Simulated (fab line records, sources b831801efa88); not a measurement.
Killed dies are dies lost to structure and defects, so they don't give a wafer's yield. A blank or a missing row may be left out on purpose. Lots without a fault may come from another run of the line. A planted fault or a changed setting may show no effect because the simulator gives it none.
One fault seen from 2 desks | flow gf180mcu | each desk has only its own numbers; what lay behind them comes last

THE METROLOGY DESK
What the gauges read, lot by lot, whatever tool the lot ran on: means of the sampled wafers that have a number. A lot is out of limits, marked OUT, if its mean lies more than 4 standard deviations from the usual mean; the brackets give that distance.
Columns: A = DNWELL_TW at GF_DNWELL_TW_MEAS_09, usual 1336; B = LVPWELL_TW at GF_LVPWELL_TW_MEAS_11, usual 560; C = VT_IMPLANT_01_OVL at GF_VT_IMPLANT_OVL_MEAS_18, usual 0.9 nm
lot  | first seen here | A    | B             | C
L695 | day 3 08:52     | 1351 | 562           | 1.2
L696 | day 3 11:28     | 1316 | 556           | 3.3
L700 | day 4 08:37     | 1352 | 561           | 2.6
L701 | day 4 14:13     | 1352 | 557           | 0.8
L702 | day 4 18:31     | 1323 | 562           | -0.6
L703 | day 5 03:40     | 1324 | 568           | 0.5
L704 | day 5 09:22     | 1326 | 557           | -0.5
L705 | day 5 13:23     | 1347 | 556           | -0.9
L706 | day 5 18:34     | 1334 | 560           | -0.5
L707 | day 6 00:47     | 1358 | 560           | 1.2
L710 | day 6 13:44     | 1341 | 559           | 0.2
L711 | day 6 16:59     | 1339 | 403 (-39) OUT | 1.7
L716 | day 7 20:28     | 1329 | 566           | 1.1
This desk's finding: out of limits on L711; first on L711, day 8 02:01 (LVPWELL_TW at GF_LVPWELL_TW_MEAS_11). In limits: L695, L696, L700, L701, L702, L703, L704, L705, L706, L707, L710, L716.

THE TOOL OWNER'S DESK: plasma_asher-01
The tool's own readings at GF_NWELL_STRIP_10 (strips in O2/N2): means of the sampled wafers that have a number, for each lot that ran on this tool. A lot is out of limits, marked OUT, if its mean lies more than 4 standard deviations from the usual mean; the brackets give that distance.
Columns: A = drypump_motor_current_A at GF_NWELL_STRIP_10, usual 5.5 A; B = heater_power_w at GF_NWELL_STRIP_10, usual 351 W; C = oes_product_au at GF_NWELL_STRIP_10, usual 0.722 a.u.; D = strip_time_to_endpoint_s at GF_NWELL_STRIP_10, usual 36.94 s
lot  | first seen here | A   | B   | C               | D
L706 | day 6 09:22     | 5.3 | 350 | 0.721           | 37.01
L707 | day 6 16:07     | 5.3 | 368 | 0.718           | 36.94
L711 | day 7 09:05     | 5.3 | 349 | 0.959 (+49) OUT | -
This desk's finding: out of limits on L711; first on L711, day 7 09:05 (oes_product_au at GF_NWELL_STRIP_10). In limits: L706, L707.

PUT TOGETHER
The tool owner's desk could have raised an alarm at day 7 09:05, on L711.
The metrology desk could have raised an alarm at day 8 02:01, on L711.
Of the lots named, all ran GF_NWELL_STRIP_10 on plasma_asher-01.

WHAT THE SIMULATOR HAD PUT IN
Strip aborted: plasma_asher-01, from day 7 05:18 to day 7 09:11, at GF_NWELL_STRIP_10. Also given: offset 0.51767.
Lots struck among those shown: L711.
Hours from the fault's start to each desk's first reading out of limits: the tool owner's desk, 4; the metrology desk, 21.
